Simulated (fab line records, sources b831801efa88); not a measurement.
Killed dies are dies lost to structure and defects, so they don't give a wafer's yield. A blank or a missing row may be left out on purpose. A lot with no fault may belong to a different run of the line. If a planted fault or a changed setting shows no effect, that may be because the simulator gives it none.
fab line records ; flow sky130
record: lots: 12; wafers: 36; last-day: 50
route steps=708 shown LDD_HVN@271 LI_CONTACT@382
lots with no fault: from the same line, run without faults
start-h: hours from the record's opening day to when the first of the lot's shown wafers began ; wait-h: time in hours since the lot's previous step ; " identical to the entry in the row above ; L1.1+2: a row that stands for several wafers ; - no value, or no start was given ; * or withheld: withheld ; < > ~ a bound
route shown NAME@n: names a module that has steps shown in the file, with the first one's number in the route ; usual: the fault-free wafers' mean and standard deviation ; same: alike in all rows ; chamber/n: place in a boat ; sites: readings site by site ; _std_site: their standard deviation ; _edge_site: outer sites' mean less inner sites' ; radius-mm: for every site, how far away it sits from the centre of the wafer ; mask NAME#n: copy n ; behind: the most recent tool/chamber to have shaped the wafer ; hold: cause of the lot's hold/its duration in hours/its outcome ; device: names the non-switching transistor (n, p or np) ; end of line: tests of these same wafers at the route's end ; step lacking rows: just its recipe ; killed: dies that structure and defects cost at the first sort, which is not the same as the wafer's yield ; map: the dies of a wafer, with x for killed, . for not killed, _ for no die there
set.NAME: setting as actually run; set.NAME@STEP: the setting as run at that earlier step ; model.NAME: the simulator's own value behind a step, which no gauge read
a sample of lots followed through the steps of the route, with each step as a table and each wafer as a row
services: when a tool's chamber went out of use (start-h, in hours from the record's first day, below 0 if earlier), for how many hours, and the reason
== steps ==
step: SKY_LDD_HVN_EXPOSE_04
recipe: mask-id: HVNTM; na: 0.6; source-shape: conventional; sigma-outer: 0.6; polarization: unpolarized; target-cd-nm: 700; dose-mj: 127
lot.wafer;tool;chamber;start-h;wait-h;mask
L456.2+4+6;iline-stepper-01;0;466.89;-;HVNTM#0
L457.1+3+4;iline-stepper-02;0;467.42;-;HVNTM#0
L458.2+3+4;iline-stepper-01;0;475.84;-;HVNTM#0
L460.1+5+6;iline-stepper-02;0;495.62;-;HVNTM#0
L459.2+3+5;iline-stepper-02;0;495.87;-;HVNTM#0
L463.2+3+6;iline-stepper-01;0;517.79;-;HVNTM#0
L464.2+4+5;iline-stepper-01;0;521.82;-;HVNTM#0
L465.4+5+6;iline-stepper-01;0;532.86;-;HVNTM#0
L468.4+5+6;iline-stepper-02;0;560.58;-;HVNTM#0
L473.2+3+5;iline-stepper-02;0;597.02;-;HVNTM#0
L476.1+4+5;iline-stepper-02;0;620.60;-;HVNTM#0
L477.1+5+6;iline-stepper-02;0;634.95;-;HVNTM#0
step: SKY_LDD_HVN_OVL_MEAS_07
usual: LDD_HVN_OVL: 0.9/1.6
lot.wafer;tool;chamber;start-h;wait-h;LDD_HVN_OVL[nm]
L456.2;overlay-01;-;481.90;0.1;1.1
L456.4;overlay-01;-;481.90;0.1;0.1
L456.6;overlay-01;-;481.90;0.1;0.1
L457.1;overlay-02;-;482.30;0.1;0.5
L457.3;overlay-02;-;482.30;0.1;2.0
L457.4;overlay-02;-;482.30;0.1;-2.2
L458.2;overlay-02;-;491.45;0.1;-0.4
L458.3;overlay-02;-;491.45;0.1;0.0
L458.4;overlay-02;-;491.45;0.1;0.2
L460.1;overlay-02;-;510.92;0.1;2.1
L460.5;overlay-02;-;510.92;0.1;1.7
L460.6;overlay-02;-;510.92;0.1;1.2
L459.2;overlay-01;-;511.30;0.1;1.5
L459.3;overlay-01;-;511.30;0.1;1.8
L459.5;overlay-01;-;511.30;0.1;1.7
L463.2;overlay-01;-;533.15;0.1;59.0
L463.3;overlay-01;-;533.15;0.1;56.3
L463.6;overlay-01;-;533.15;0.1;58.0
L464.2;overlay-02;-;536.25;0.1;56.5
L464.4;overlay-02;-;536.25;0.1;56.0
L464.5;overlay-02;-;536.25;0.1;54.4
L465.4;overlay-01;-;547.47;0.1;58.9
L465.5;overlay-01;-;547.47;0.1;58.9
L465.6;overlay-01;-;547.47;0.1;58.4
L468.4;overlay-01;-;574.37;0.1;2.7
L468.5;overlay-01;-;574.37;0.1;4.2
L468.6;overlay-01;-;574.37;0.1;4.0
L473.2;overlay-02;-;611.55;0.1;4.0
L473.3;overlay-02;-;611.55;0.1;3.9
L473.5;overlay-02;-;611.55;0.1;1.9
L476.1;overlay-02;-;634.35;0.1;2.8
L476.4;overlay-02;-;634.35;0.1;0.2
L476.5;overlay-02;-;634.35;0.1;1.7
L477.1;overlay-01;-;649.35;0.1;2.5
L477.5;overlay-01;-;649.35;0.1;3.1
L477.6;overlay-01;-;649.35;0.1;5.1
step: SKY_LI_CONTACT_SPUTTER_20
recipe: material: TiN; target-thk-nm: 20; chamber-pressure-pa: 5; power-w: 4000; time-s: 80
usual: throttle-valve-pct: 29.6/1.1
lot.wafer;tool;chamber;start-h;wait-h;throttle-valve-pct
L456.2;pvd-sputter-02;-;691.43;0.0;29.3
L456.4;pvd-sputter-02;-;691.43;0.0;29.9
L456.6;pvd-sputter-02;-;691.43;0.0;30.4
L457.1;pvd-sputter-01;-;692.18;0.0;31.2
L457.3;pvd-sputter-01;-;692.18;0.0;30.6
L457.4;pvd-sputter-01;-;692.18;0.0;30.1
L458.2;pvd-sputter-02;-;698.38;0.0;30.1
L458.3;pvd-sputter-02;-;698.38;0.0;30.2
L458.4;pvd-sputter-02;-;698.38;0.0;29.1
L460.1;pvd-sputter-01;-;718.88;0.0;30.3
L460.5;pvd-sputter-01;-;718.88;0.0;31.2
L460.6;pvd-sputter-01;-;718.88;0.0;30.4
L459.2;pvd-sputter-03;-;719.83;0.0;28.7
L459.3;pvd-sputter-03;-;719.83;0.0;27.2
L459.5;pvd-sputter-03;-;719.83;0.0;30.4
L463.2;pvd-sputter-01;-;738.73;0.0;30.4
L463.3;pvd-sputter-01;-;738.73;0.0;30.6
L463.6;pvd-sputter-01;-;738.73;0.0;30.4
L464.2;pvd-sputter-03;-;740.53;0.0;28.7
L464.4;pvd-sputter-03;-;740.53;0.0;27.2
L464.5;pvd-sputter-03;-;740.53;0.0;29.4
L465.4;pvd-sputter-01;-;751.73;0.0;31.3
L465.5;pvd-sputter-01;-;751.73;0.0;30.0
L465.6;pvd-sputter-01;-;751.73;0.0;30.4
L468.4;pvd-sputter-01;-;774.38;0.0;30.4
L468.5;pvd-sputter-01;-;774.38;0.0;30.2
L468.6;pvd-sputter-01;-;774.38;0.0;30.4
L473.2;pvd-sputter-03;-;817.92;0.0;30.2
L473.3;pvd-sputter-03;-;817.92;0.0;28.8
L473.5;pvd-sputter-03;-;817.92;0.0;29.5
L476.1;pvd-sputter-01;-;826.75;0.0;31.3
L476.4;pvd-sputter-01;-;826.75;0.0;29.8
L476.5;pvd-sputter-01;-;826.75;0.0;31.4
L477.1;pvd-sputter-03;-;843.80;0.0;27.1
L477.5;pvd-sputter-03;-;843.80;0.0;29.5
L477.6;pvd-sputter-03;-;843.80;0.0;30.4
step: SKY_LI_CONTACT_CVD_21
recipe: material: W; target-thk-nm: 400; time-s: 120.56; temp-c: 400; pressure-torr: 40
usual: heater-power-w: 854/61
lot.wafer;tool;chamber;start-h;wait-h;heater-power-w
L456.2;cvd-w-01;0;691.49;0.0;769
L456.4;cvd-w-01;0;691.49;0.0;744
L456.6;cvd-w-01;1;691.49;0.0;832
L457.1;cvd-w-02;0;692.24;0.0;893
L457.3;cvd-w-02;0;692.24;0.0;889
L457.4;cvd-w-02;1;692.24;0.0;918
L458.2;cvd-w-02;0;698.44;0.0;898
L458.3;cvd-w-02;1;698.44;0.0;929
L458.4;cvd-w-02;0;698.44;0.0;898
L460.1;cvd-w-01;0;718.94;0.0;771
L460.5;cvd-w-01;0;718.94;0.0;778
L460.6;cvd-w-01;1;718.94;0.0;848
L459.2;cvd-w-02;1;719.89;0.0;921
L459.3;cvd-w-02;0;719.89;0.0;884
L459.5;cvd-w-02;1;719.89;0.0;919
L463.2;cvd-w-01;0;738.79;0.0;755
L463.3;cvd-w-01;1;738.79;0.0;808
L463.6;cvd-w-01;1;738.79;0.0;808
L464.2;cvd-w-02;0;740.59;0.0;880
L464.4;cvd-w-02;1;740.59;0.0;936
L464.5;cvd-w-02;1;740.59;0.0;933
L465.4;cvd-w-01;0;751.83;0.1;748
L465.5;cvd-w-01;1;751.83;0.1;824
L465.6;cvd-w-01;0;751.83;0.1;795
L468.4;cvd-w-01;1;774.49;0.1;837
L468.5;cvd-w-01;1;774.49;0.1;834
L468.6;cvd-w-01;0;774.49;0.1;773
L473.2;cvd-w-02;0;817.98;0.0;898
L473.3;cvd-w-02;1;817.98;0.0;921
L473.5;cvd-w-02;0;817.98;0.0;900
L476.1;cvd-w-02;0;826.81;0.0;890
L476.4;cvd-w-02;0;826.81;0.0;903
L476.5;cvd-w-02;1;826.81;0.0;914
L477.1;cvd-w-01;1;843.86;0.0;858
L477.5;cvd-w-01;1;843.86;0.0;838
L477.6;cvd-w-01;0;843.86;0.0;757
step: SKY_LI_CONTACT_CMP_24
recipe: stop-on: PSG; t-overpolish-s: 20; down-force-psi: 3.5; platen-rpm: 60; target-thk-nm: 0; pad-velocity-m-s: 0.94248
usual: motor-current-A: 11.0/1.3; overpolish-run-s: 20.001/0.01; time-to-endpoint-s: 100/4
lot.wafer;tool;chamber;start-h;wait-h;motor-current-A;overpolish-run-s;time-to-endpoint-s
L456.2;cmp-02;0;691.90;0.1;11.8;20.018;97
L456.4;cmp-02;1;691.90;0.1;10.6;20.009;100
L456.6;cmp-02;3;691.90;0.1;10.0;19.987;91
L457.1;cmp-01;2;692.55;0.1;10.9;19.997;104
L457.4;cmp-01;0;692.55;0.1;13.3;19.979;95
L457.3;cmp-01;1;692.55;0.1;9.3;19.986;106
L458.3;cmp-02;3;698.75;0.0;9.7;20.001;100
L458.2;cmp-02;1;698.75;0.0;10.3;19.999;104
L458.4;cmp-02;2;698.75;0.0;10.3;19.987;104
L460.1;cmp-01;1;719.34;0.1;9.7;19.990;101
L460.6;cmp-01;3;719.34;0.1;12.0;20.008;98
L460.5;cmp-01;0;719.34;0.1;12.9;19.984;95
L459.3;cmp-02;2;720.20;0.0;10.3;20.003;108
L459.2;cmp-02;0;720.20;0.0;11.6;19.995;103
L459.5;cmp-02;2;720.20;0.0;10.7;19.998;102
L463.3;cmp-02;2;739.15;0.1;10.9;19.996;98
L463.2;cmp-02;0;739.15;0.1;11.2;20.020;97
L463.6;cmp-02;2;739.15;0.1;10.3;20.001;98
L464.2;cmp-01;1;740.90;0.0;9.9;19.983;103
L464.4;cmp-01;2;740.90;0.0;10.8;20.003;95
L464.5;cmp-01;2;740.90;0.0;10.8;20.001;95
L465.4;cmp-01;2;752.20;0.1;11.1;20.008;102
L465.6;cmp-01;0;752.20;0.1;13.4;19.989;96
L465.5;cmp-01;1;752.20;0.1;9.8;19.995;103
L468.4;cmp-02;1;774.80;0.1;11.1;19.992;105
L468.6;cmp-02;0;774.80;0.1;11.1;20.010;95
L468.5;cmp-02;1;774.80;0.1;10.7;20.017;105
L473.2;cmp-01;3;818.28;0.0;11.1;19.992;97
L473.3;cmp-01;2;818.28;0.0;10.8;20.005;101
L473.5;cmp-01;3;818.28;0.0;11.6;20.023;100
L476.4;cmp-01;3;827.22;0.1;11.9;20.023;104
L476.1;cmp-01;0;827.22;0.1;14.0;19.991;95
L476.5;cmp-01;2;827.22;0.1;11.1;20.028;99
L477.1;cmp-02;2;844.22;0.1;10.7;20.001;106
L477.6;cmp-02;1;844.22;0.1;10.4;20.002;110
L477.5;cmp-02;2;844.22;0.1;10.7;20.001;105
== services ==
tool;chamber;start-h;hours;kind
cvd-w-02;-;454.96;4.3;pm
cmp-01;-;480.65;7.2;pm
cmp-02;-;483.88;1.6;repair
cmp-01;-;492.93;0.4;repair
cmp-02;-;505.45;4.8;pm
iline-stepper-02;-;511.54;1.7;pm
pvd-sputter-01;-;513.90;1.1;repair
pvd-sputter-01;-;517.47;1.3;repair
cmp-01;-;530.11;0.6;repair
cmp-02;-;534.09;1.0;repair
cmp-01;-;557.52;0.7;repair
cmp-01;-;560.97;3.5;pm
cvd-w-01;-;564.29;1.3;repair
cmp-02;-;564.53;7.1;pm
cvd-w-01;-;571.06;0.3;repair
cmp-02;-;571.96;1.6;repair
cmp-01;-;572.00;4.0;pm
cmp-02;-;581.73;1.5;repair
pvd-sputter-01;-;596.47;0.8;repair
pvd-sputter-01;-;607.68;4.3;repair
cmp-02;-;647.77;2.1;repair
iline-stepper-02;-;709.68;8.7;repair
iline-stepper-02;-;729.05;1.7;pm
iline-stepper-02;-;816.66;2.1;pm
== key ==
first-sign: step: SKY_LDD_HVN_OVL_MEAS_07; reading: LDD_HVN_OVL; direction: up; sigmas: 36; usual: 0.9; struck: 57.4
effect none on later readings
met-at SKY_LDD_HVN_EXPOSE_04
struck-lots L463,L464,L465
tester-left-out L463,L464,L465
not-acting-at SKY_LI_CONTACT_SPUTTER_20,SKY_LI_CONTACT_CVD_21,SKY_LI_CONTACT_CMP_24
onset-between 475.84 517.79
fault: kind: scanner-matching-overlay; tool: iline-stepper-01; chamber: -; onset-h: 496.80; steps: SKY_LDD_HVN_EXPOSE_04; offset: 57.608
tester-left-out: of these lots the tester's yield and bins aren't shown, on N5 and GAA mostly nor the transistor test; their killed dies are dies lost to structure and defects alone, not to doping, threshold or leakage, so they don't give the yield
